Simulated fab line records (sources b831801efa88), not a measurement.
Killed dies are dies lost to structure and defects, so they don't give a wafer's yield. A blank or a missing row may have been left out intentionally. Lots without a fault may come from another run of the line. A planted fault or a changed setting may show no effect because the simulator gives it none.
Struck lot and sound lot, side by side + flow gf180mcu + 15 steps out of a route of 602
Sound: wafers L959.2, L959.5, L959.6. Struck: wafer L963.1 (L963.2, L963.3, from the same lot, were not struck and are left out); the cause is given at the end.
At each step with rows: each side's tool, then ch and its chambers, then its first start. Under that, the readings that differ: sound wafers + struck wafers + difference of the means + sigmas: that difference in standard deviations of wafers without a fault.
alike: a reading whose means differ by less than 2 such deviations, as well as words and numbers matching on both sides. not compared: withheld readings; readings where some wafer has no value; bounds like >300 that might hide an equal value; numbers whose values overlap and for which the record gives no deviation.
The two part at a step that has a row with sigmas, a row that says differs or no value, or rows on one side only. When numbers do not overlap yet have no deviation, they are printed without sigmas and do not part them. A reading missing from all wafers of one side parts the sides only when that side holds two or more wafers.

first, 3 steps without rows for these wafers: GF_STI_WET_ETCH_27 (etches Si3N4 in H3PO4, target depth 160 nm, time 1825 s); GF_STI_WET_ETCH_28 (etches SiO2 in dHF, target depth 20 nm, time 40 s); GF_STI_OXIDATION_29 (stabilise 600 s, purge 300 s, target thk 10 nm).
GF_STI_THK_MEAS_30:
  sound on filmMetro-02, day 2 17:20; struck on filmMetro-03, day 3 12:40
  alike: STI_OXIDATION_02_THK
then, 8 steps without rows for these wafers: GF_DNWELL_DEHYDRATE_00 (time 60 s); GF_DNWELL_HMDS_01 (prime time 60 s); GF_DNWELL_COAT_02 (resist thk 3000 nm); GF_DNWELL_SOFTBAKE_03; GF_DNWELL_EXPOSE_04 (exposes mask DNWELL, target cd 1700 nm); GF_DNWELL_PEB_05; GF_DNWELL_DEVELOP_06 (develop time 60 s); GF_DNWELL_IMPLANT_07.
GF_DNWELL_STRIP_08: strips in O2/N2.
  sound on plasmaAsher-04 ch 0,1, day 3 05:59; struck on plasmaAsher-04 ch 0, day 4 02:08
| reading                  | sound                | struck | difference | sigmas |
|--------------------------|----------------------|--------|------------|--------|
| oesProductAu (a.u.)      | 0.721 0.727 0.729    | 0.782  | +0.056     | +12    |
| platenTempC (C)          | 250.02 250.28 250.05 | 255.95 | +5.83      | +31    |
| stripTimeToEndpointS (s) | 37.06 37.12 36.95    | 33.17  | -3.87      | -40    |
  alike: drypumpMotorCurrentA, heaterPowerW, n2FlowSccm
  not compared: rfHoursCounterH
GF_DNWELL_TW_MEAS_09:
  sound on filmMetro-04, day 3 06:06; struck on filmMetro-04, day 4 02:14
  alike: DNWELL_TW
GF_PASSIVATION_PROBE_99:
  the record holds rows for the sound wafers here (prober-01, day 29 12:57) but none for the struck ones

## WHERE THEY PART
Earliest at GF_DNWELL_STRIP_08; latest, in this record, at GF_PASSIVATION_PROBE_99.

WHY: what the simulator had put in
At GF_DNWELL_STRIP_08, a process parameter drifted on plasmaAsher-04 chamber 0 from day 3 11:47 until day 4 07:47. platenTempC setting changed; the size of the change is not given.
